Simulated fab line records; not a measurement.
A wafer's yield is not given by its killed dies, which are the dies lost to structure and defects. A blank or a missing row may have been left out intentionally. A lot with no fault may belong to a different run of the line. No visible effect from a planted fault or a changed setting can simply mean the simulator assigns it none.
2 desks, one fault + flow gf180mcu + each desk has only its own numbers; what lay behind them comes last

## FROM THE METROLOGY DESK
What the gauges read for every lot (on any tool): the sampled wafers with a number, averaged. A lot is out of limits, marked OUT, if its mean lies more than 4 standard deviations from the usual mean; the brackets give that distance.
Columns: A = STI_CVD_23_THK at GF_STI_THK_MEAS_24, usual 650 nm; B = LVPWELL_RS at GF_VT_IMPLANT_RS_MEAS_48, usual 1197 ohm/sq; C = cd_nm at GF_HV_LDD_CD_MEAS_31, usual 400.0 nm
| lot  | first seen here | A   | B              | C     |
|------|-----------------|-----|----------------|-------|
| L173 | day 2 03:04     | 651 | 1197           | 401.4 |
| L174 | day 2 09:37     | 650 | 1191           | 400.5 |
| L175 | day 2 14:42     | 645 | 1193           | 399.4 |
| L176 | day 2 19:49     | 646 | 1197           | 400.7 |
| L178 | day 3 05:34     | 651 | 1195           | 402.0 |
| L181 | day 3 21:48     | 663 | 1110 (-26) OUT | 400.4 |
| L185 | day 4 18:16     | 653 | 1112 (-26) OUT | 397.9 |
| L186 | day 4 22:25     | 654 | 1113 (-25) OUT | 398.8 |
| L188 | day 5 10:58     | 641 | 1191           | 400.0 |
| L190 | day 5 18:38     | 650 | 1200           | 399.4 |
| L191 | day 6 03:13     | 651 | 1193           | 397.4 |
| L194 | day 6 23:22     | 645 | 1198           | 399.9 |
| L195 | day 6 23:25     | 655 | 1195           | 403.1 |
| L196 | day 7 08:55     | 648 | 1197           | 400.8 |
This desk's result: L181, L185, L186 out of limits, first on L181 (LVPWELL_RS at GF_VT_IMPLANT_RS_MEAS_48), day 9 14:59. L173, L174, L175, L176, L178, L188, L190, L191, L194, L195, L196: within limits.

## DESK OF THE TOOL OWNER: implanter-04
The tool's own readings at GF_LVPWELL_IMPLANT_09: means of the sampled wafers that have a number, for each lot that ran on this tool. A lot is out of limits, marked OUT, if its mean lies more than 4 standard deviations from the usual mean; the brackets give that distance.
Columns: A = dose_ions_cm2 at GF_LVPWELL_IMPLANT_09, usual 5.001e+12; B = faraday_current_uA at GF_LVPWELL_IMPLANT_09, usual 28.2
| lot  | first seen here | A                           | B              |
|------|-----------------|-----------------------------|----------------|
| L176 | day 4 13:37     | 4.999e+12                   | 28.3           |
| L178 | day 5 00:08     | 5.007e+12                   | 28.5           |
| L181 | day 5 18:37     | 7.327e+12 (+99 or more) OUT | 40.8 (+20) OUT |
| L185 | day 6 18:04     | 7.320e+12 (+99 or more) OUT | 40.2 (+19) OUT |
| L186 | day 6 21:44     | 7.318e+12 (+99 or more) OUT | 40.7 (+20) OUT |
This desk's finding: out of limits on L181, L185, L186; first on L181, day 5 18:37 (dose_ions_cm2 at GF_LVPWELL_IMPLANT_09). L176, L178: within limits.

## PUT TOGETHER
The tool owner's desk had the chance to raise an alarm at day 5 18:37 on L181, L185, L186.
At day 9 14:59 the metrology desk could have sounded an alarm, on L181, L185, L186.
GF_LVPWELL_IMPLANT_09 was run on implanter-04 by each of the lots named.

## WHAT HAD BEEN PUT IN BY THE SIMULATOR
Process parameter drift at GF_LVPWELL_IMPLANT_09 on implanter-04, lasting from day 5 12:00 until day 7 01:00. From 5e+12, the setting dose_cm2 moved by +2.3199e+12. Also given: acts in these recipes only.
Struck lots among those shown: L181, L185, L186.
Time in hours from fault onset to the first out-of-limits reading at each desk: tool owner's desk 7, metrology desk 99.
